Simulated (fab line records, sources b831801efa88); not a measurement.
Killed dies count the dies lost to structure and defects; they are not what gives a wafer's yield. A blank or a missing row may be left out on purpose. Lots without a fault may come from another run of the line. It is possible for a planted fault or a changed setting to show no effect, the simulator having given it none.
Which tool is to blame? + flow gf180mcu + 12 lots, 36 wafers sampled, at 6 steps of a route of 602

== WHAT THE GAUGES SHOWED, per wafer ==
GF_VT_IMPLANT_OVL_MEAS_29. Usual: VT_IMPLANT_02_OVL typically reads 0.1 nm, with standard deviation 1.6.
| lot  | measured     | on         | VT_IMPLANT_02_OVL (nm) | flag |
|------|--------------|------------|------------------------|------|
| L774 | day 6 18:19  | overlay-02 | 2.6 0.3 1.5            |      |
| L775 | day 7 04:26  | overlay-01 | -0.3 -0.1 -0.4         |      |
| L776 | day 7 09:01  | overlay-01 | 2.3 0.1 1.1            |      |
| L777 | day 7 15:55  | overlay-02 | -0.9 -2.9 -0.9         |      |
| L778 | day 7 20:49  | overlay-02 | 0.7 0.3 -1.1           |      |
| L783 | day 9 08:28  | overlay-01 | -0.9 -1.7 -0.2         |      |
| L786 | day 10 02:28 | overlay-02 | 0.7 0.1 -0.1           |      |
| L789 | day 11 01:10 | overlay-02 | -0.2 -1.9 -0.3         |      |
| L790 | day 11 04:24 | overlay-02 | 2.5 2.3 1.7            |      |
| L795 | day 12 13:10 | overlay-01 | -0.5 0.4 -0.3          |      |
| L796 | day 12 18:54 | overlay-01 | 0.5 2.3 1.5            |      |
| L797 | day 13 06:40 | overlay-01 | -0.1 0.1 1.3           |      |

GF_VT_IMPLANT_RS_MEAS_48: the measuring method here is four-point-probe. Usual: LVPWELL_RS typically reads 1196.1 ohm/sq, with standard deviation 2.8.
| lot  | measured     | on           | LVPWELL_RS (ohm/sq)  | flag |
|------|--------------|--------------|----------------------|------|
| L774 | day 7 11:21  | filmMetro-04 | 1195.0 1197.2 1195.5 |      |
| L775 | day 7 21:18  | filmMetro-01 | 1197.0 1197.0 1196.8 |      |
| L776 | day 8 02:10  | filmMetro-03 | 1195.4 1193.7 1199.3 |      |
| L777 | day 8 09:34  | filmMetro-03 | 1195.9 1198.8 1193.8 |      |
| L778 | day 8 13:57  | filmMetro-01 | 1193.1 1193.5 1194.5 |      |
| L783 | day 10 02:47 | filmMetro-04 | 1198.9 1199.1 1201.2 |      |
| L786 | day 10 20:41 | filmMetro-03 | 1199.7 1197.5 1199.7 |      |
| L789 | day 11 20:17 | filmMetro-04 | 1199.2 1197.2 1197.5 |      |
| L790 | day 11 23:40 | filmMetro-03 | 1196.0 1194.5 1195.7 |      |
| L795 | day 13 09:50 | filmMetro-04 | 1196.8 1197.1 1196.9 |      |
| L796 | day 13 15:34 | filmMetro-04 | 1193.2 1193.3 1192.9 |      |
| L797 | day 14 03:41 | filmMetro-03 | 1193.1 1192.0 1193.1 |      |

GF_POLY_GATE_CD_MEAS_10: target cd 280 nm. Usual: 279.8 nm for cdNm, sd 1.2.
| lot  | measured     | on       | cdNm (nm)         | flag |
|------|--------------|----------|-------------------|------|
| L774 | day 9 03:46  | cdSem-02 | 279.9 279.4 279.5 |      |
| L775 | day 9 11:43  | cdSem-01 | 280.5 279.5 281.4 |      |
| L776 | day 9 18:37  | cdSem-01 | 277.9 279.1 278.7 |      |
| L777 | day 10 01:35 | cdSem-01 | 280.3 279.7 281.0 |      |
| L778 | day 10 06:05 | cdSem-01 | 279.5 279.0 279.6 |      |
| L783 | day 11 22:27 | cdSem-02 | 241.7 241.8 241.6 | OFF  |
| L786 | day 12 14:59 | cdSem-01 | 248.8 249.2 247.7 | OFF  |
| L789 | day 13 16:30 | cdSem-01 | 281.3 281.8 282.0 |      |
| L790 | day 13 22:10 | cdSem-02 | 280.0 279.8 280.4 |      |
| L795 | day 15 09:53 | cdSem-01 | 279.5 278.6 279.8 |      |
| L796 | day 15 14:09 | cdSem-02 | 277.8 278.6 279.6 |      |
| L797 | day 16 05:18 | cdSem-02 | 280.3 281.7 280.4 |      |

GF_POLY_GATE_CD_MEAS_18. Usual: 278.4 nm for cdNm, sd 2.2.
| lot  | measured     | on       | cdNm (nm)         | flag |
|------|--------------|----------|-------------------|------|
| L774 | day 9 05:30  | cdSem-01 | 274.6 279.4 279.4 |      |
| L775 | day 9 14:02  | cdSem-02 | 281.0 279.7 282.2 |      |
| L776 | day 9 21:52  | cdSem-02 | 277.2 275.4 278.6 |      |
| L777 | day 10 03:19 | cdSem-02 | 279.2 278.4 281.9 |      |
| L778 | day 10 10:13 | cdSem-01 | 277.3 275.8 279.7 |      |
| L783 | day 12 00:10 | cdSem-01 | 242.0 240.5 240.9 | OFF  |
| L786 | day 12 16:43 | cdSem-01 | 246.6 248.2 246.5 | OFF  |
| L789 | day 13 18:43 | cdSem-01 | 282.2 282.8 280.8 |      |
| L790 | day 14 00:57 | cdSem-02 | 277.7 277.6 280.2 |      |
| L795 | day 15 13:20 | cdSem-01 | 282.7 278.9 281.7 |      |
| L796 | day 15 17:21 | cdSem-01 | 275.4 275.6 276.0 |      |
| L797 | day 16 07:49 | cdSem-02 | 277.9 279.6 277.2 |      |

== EACH LOT AND THE TOOL THAT RAN IT (in order: tool; ch and the chambers of the sampled wafers; start) ==
| lot  | GF_VT_IMPLANT_STRIP_09              | GF_POLY_GATE_SOFTBAKE_06         |
|------|-------------------------------------|----------------------------------|
| L774 | plasmaAsher-01 ch 0,1, day 5 12:12  | lithoTrack-01 ch 0, day 8 19:00  |
| L775 | plasmaAsher-04 ch 0,1, day 5 20:54  | lithoTrack-03 ch 0, day 9 03:00  |
| L776 | plasmaAsher-03 ch 0,1, day 6 02:12  | lithoTrack-01 ch 0, day 9 10:00  |
| L777 | plasmaAsher-04 ch 0, day 6 08:21    | lithoTrack-03 ch 0, day 9 16:00  |
| L778 | plasmaAsher-03 ch 0,1, day 6 12:50  | lithoTrack-04 ch 0, day 9 21:00  |
| L783 | plasmaAsher-03 ch 0,1, day 7 23:11  | lithoTrack-04 ch 0, day 11 12:00 |
| L786 | plasmaAsher-04 ch 0,1, day 8 16:09  | lithoTrack-04 ch 0, day 12 05:00 |
| L789 | plasmaAsher-03 ch 0,1, day 9 14:08  | lithoTrack-01 ch 0, day 13 06:00 |
| L790 | plasmaAsher-03 ch 0,1, day 9 16:51  | lithoTrack-03 ch 0, day 13 11:00 |
| L795 | plasmaAsher-03 ch 0,1, day 10 23:35 | lithoTrack-04 ch 0, day 14 22:00 |
| L796 | plasmaAsher-01 ch 0,1, day 11 06:41 | lithoTrack-01 ch 0, day 15 03:00 |
| L797 | plasmaAsher-01 ch 0,1, day 11 16:06 | lithoTrack-01 ch 0, day 15 17:00 |
- GF_VT_IMPLANT_STRIP_09: strips in O2/N2.
- GF_POLY_GATE_SOFTBAKE_06: time 60 s.

== AS READ BY THE TOOLS THEMSELVES (means over the sampled wafers that have a number; for cases with no such wafer, the mark the record gives instead) ==
GF_VT_IMPLANT_STRIP_09. Usual: chamberPressureMTorr 1500.2 mTorr, standard deviation 1.3; drypumpMotorCurrentA 5.6 A, standard deviation 0.49; heaterPowerW 327 W, standard deviation 31; oesProductAu 0.716 a.u., standard deviation 0.0044; stripTimeToEndpointS 12.63 s, standard deviation 0.039.
| lot  | tool           | chamberPressureMTorr (mTorr) | drypumpMotorCurrentA (A) | heaterPowerW (W) | oesProductAu (a.u.) | stripTimeToEndpointS (s) | flag |
|------|----------------|------------------------------|--------------------------|------------------|---------------------|--------------------------|------|
| L774 | plasmaAsher-01 | 1499.0                       | 5.7                      | 338              | 0.714               | 12.66                    |      |
| L775 | plasmaAsher-04 | 1500.0                       | 5.2                      | 337              | 0.719               | 12.65                    |      |
| L776 | plasmaAsher-03 | 1501.8                       | 5.6                      | 299              | 0.714               | 12.60                    |      |
| L777 | plasmaAsher-04 | 1499.8                       | 5.2                      | 322              | 0.714               | 12.61                    |      |
| L778 | plasmaAsher-03 | 1500.3                       | 5.6                      | 296              | 0.716               | 12.61                    |      |
| L783 | plasmaAsher-03 | 1500.7                       | 6.0                      | 310              | 0.716               | 12.68                    |      |
| L786 | plasmaAsher-04 | 1499.4                       | 5.2                      | 335              | 0.719               | 12.60                    |      |
| L789 | plasmaAsher-03 | 1500.2                       | 6.0                      | 310              | 0.718               | 12.69                    |      |
| L790 | plasmaAsher-03 | 1500.9                       | 5.6                      | 296              | 0.720               | 12.62                    |      |
| L795 | plasmaAsher-03 | 1499.8                       | 6.0                      | 312              | 0.716               | 12.62                    |      |
| L796 | plasmaAsher-01 | 1499.9                       | 5.7                      | 344              | 0.717               | 12.64                    |      |
| L797 | plasmaAsher-01 | 1499.1                       | 5.7                      | 337              | 0.722               | 12.61                    |      |

GF_POLY_GATE_SOFTBAKE_06. Usual: heaterPowerTotalW 93.05 W, standard deviation 0.065; plateTempC 130.01 C, standard deviation 0.15.
| lot  | tool          | heaterPowerTotalW (W) | plateTempC (C) | flag |
|------|---------------|-----------------------|----------------|------|
| L774 | lithoTrack-01 | 93.02                 | 129.98         |      |
| L775 | lithoTrack-03 | 93.04                 | 130.21         |      |
| L776 | lithoTrack-01 | 93.06                 | 130.05         |      |
| L777 | lithoTrack-03 | 93.01                 | 129.93         |      |
| L778 | lithoTrack-04 | 93.01                 | 129.94         |      |
| L783 | lithoTrack-04 | 103.55                | 140.96         | OFF  |
| L786 | lithoTrack-04 | 103.47                | 140.95         | OFF  |
| L789 | lithoTrack-01 | 93.05                 | 129.97         |      |
| L790 | lithoTrack-03 | 93.10                 | 130.24         |      |
| L795 | lithoTrack-04 | 93.06                 | 130.07         |      |
| L796 | lithoTrack-01 | 93.11                 | 129.95         |      |
| L797 | lithoTrack-01 | 93.06                 | 130.19         |      |

== THE ANSWER, worked out from the rows above alone ==
Rule: lot off if the mean of its wafers having a number is beyond 3 standard deviations from the usual mean. Also off: a lot with no number at a reading for which 4 or more lots have one. Where the step has rows for the other lots, those lots are counted as sound. The gauges are gone through in route order, then the tools' own readings, and for those a lot's mean is taken as printed above. At the first step where some lot is off, the reading lying furthest off is the one used; lots without a number count as furthest.
Off at GF_POLY_GATE_CD_MEAS_10 (cdNm): L783, L786.
If a tool, at a process step before that reading, ran all the lots that are off and no sound lot after the first of them, it fits. Not tried: the gauges at GF_POLY_GATE_CD_MEAS_10; whatever is off there is also off at GF_POLY_GATE_SOFTBAKE_06, on other tools, and gauge error can't account for it. No candidate that was tried fits.

== WHAT HAD BEEN PUT IN BY THE SIMULATOR ==
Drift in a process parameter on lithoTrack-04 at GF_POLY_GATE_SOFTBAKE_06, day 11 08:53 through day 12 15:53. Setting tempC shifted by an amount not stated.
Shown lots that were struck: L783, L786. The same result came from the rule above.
